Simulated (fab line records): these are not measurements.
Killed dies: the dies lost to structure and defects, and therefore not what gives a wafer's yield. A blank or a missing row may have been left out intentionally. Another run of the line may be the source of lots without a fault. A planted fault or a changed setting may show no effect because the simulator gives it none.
What tool caused it?    flow gf180mcu    route of 602 steps, sampled at 1 step: 6 lots, 18 wafers

WHAT EACH GAUGE READ, for each wafer
GF_CONTACT_THK_MEAS_03.
lot   measured      on             CONTACT_CVD_02_THK (nm)
L283  day 15 19:20  film-metro-02  848 848 873
L285  day 16 19:13  film-metro-02  851 841 862
L288  day 17 22:25  film-metro-03  852 855 869
L291  day 18 22:05  film-metro-02  861 865 871
L296  day 20 14:38  film-metro-02  846 832 846
L299  day 21 13:43  film-metro-02  853 845 871

EACH LOT AND THE TOOL THAT RAN IT (in order: tool; ch and the chambers of the sampled wafers; start)
Before these readings, the record contains no process step.

THE ANSWER, worked out from the rows above alone
Rule: what is usual is taken from the lots themselves. The widest of any qualifying gaps counts: lots, ordered by their means at a reading, are off when they make up no more than a third of the lots, leave a main group of 4 or more, and stand apart from it by 3 or more times the standard deviation of that group's means. A main group is skipped when, at the precision printed for the reading in the tables above, its means are all equal. Also off: a lot with no number at a reading for which 4 or more lots have one. Any other lot the step has rows for is counted as sound.
Across all readings shown, no lot is off: no conclusion can be drawn from this.

WHAT THE SIMULATOR HAD INSERTED
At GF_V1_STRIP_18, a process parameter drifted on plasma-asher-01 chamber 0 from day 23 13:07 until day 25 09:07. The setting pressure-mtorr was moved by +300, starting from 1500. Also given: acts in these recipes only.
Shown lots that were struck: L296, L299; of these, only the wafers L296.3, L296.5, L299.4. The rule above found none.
